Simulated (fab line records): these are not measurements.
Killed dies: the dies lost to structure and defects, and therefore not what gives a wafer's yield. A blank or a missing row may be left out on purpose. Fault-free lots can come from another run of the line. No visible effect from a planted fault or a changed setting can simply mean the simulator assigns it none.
A lot that was struck, set against a sound lot	flow gf180mcu	14 steps out of a route of 602
Sound: wafers L851.1, L851.5, L851.6. The struck wafers were L846.2, L846.3, L846.4. The cause comes at the end.
Per side, at each step with rows, come the tool, then ch with its chambers, and then its first start. Under that, the readings that differ: sound wafers	struck wafers	difference of the means	sigmas: that difference in standard deviations of wafers without a fault.
alike: readings with means less than 2 such deviations apart, plus words and numbers identical on both sides. not compared: withheld readings, readings lacking a value on some wafer, bounds such as >300 that could conceal the same value, and numbers that have no deviation in the record and whose values overlap.
A row with sigmas, a row that says differs or no value, or rows on one side alone: a step with any of these is where the two part. Non-overlapping numbers with no deviation appear without sigmas and do not part them. Lack of a reading on every wafer of one side parts them only where that side has two or more wafers.

first, 2 steps without rows for these wafers: GF_M3_CLEAN_19 (cleans in DIW); GF_V3_CVD_00 (deposits SiO2, target thk 600 nm, time 100 s).
GF_V3_THK_MEAS_01:
  sound on filmMetro-02, day 27 03:08; struck on filmMetro-03, day 25 07:15
  alike: V3_CVD_00_THK
GF_V3_CVD_02: deposits SiO2 from TEOS, target thk 850 nm, time 94.851 s.
  sound on pecvd-03 ch 0,1,2, day 27 03:11; struck on pecvd-04 ch 0,2, day 25 07:18
  alike: heaterPowerW
GF_V3_THK_MEAS_03:
  sound on filmMetro-02, day 27 03:16; struck on filmMetro-03, day 25 07:23
  alike: V3_CVD_02_THK
GF_V3_CMP_04: polishes SiO2.
  sound on cmp-02 ch 0,1, day 27 03:19; struck on cmp-02 ch 0,2,3, day 25 07:26
  alike: headPressurePsi, motorCurrentA, timeToEndpointS
GF_V3_BOW_MEAS_05:
  sound on filmMetro-03, day 27 03:37; struck on filmMetro-02, day 25 07:45
  alike: V3_BOW
then, 5 steps without rows for these wafers: GF_V3_DEHYDRATE_06 (time 60 s); GF_V3_HMDS_07 (prime time 60 s); GF_V3_COAT_08; GF_V3_COAT_09 (resist thk 1000 nm); GF_V3_SOFTBAKE_10 (time 60 s).
GF_V3_EXPOSE_11: exposes mask Via3, target cd 260 nm.
  struck on krfScanner-01, day 25 18:33; sound on krfScanner-02 ch 0, day 27 13:50
  no value came back on the struck wafers for exposureDoseMJCm2, focusOffsetNm (nm), reticleTempC (C); on the sound wafers exposureDoseMJCm2 reads 38.01 37.97 37.98
  alike: mask
then, 1 step without rows for these wafers: GF_V3_PEB_12 (peb time 90 s).

## WHERE THEY PART
At GF_V3_EXPOSE_11 and nowhere else, as far as this record goes.

WHY: whatever the simulator had introduced
Step skipped in full: krfScanner-01, at GF_V3_EXPOSE_11, from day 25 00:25 onward. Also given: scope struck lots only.
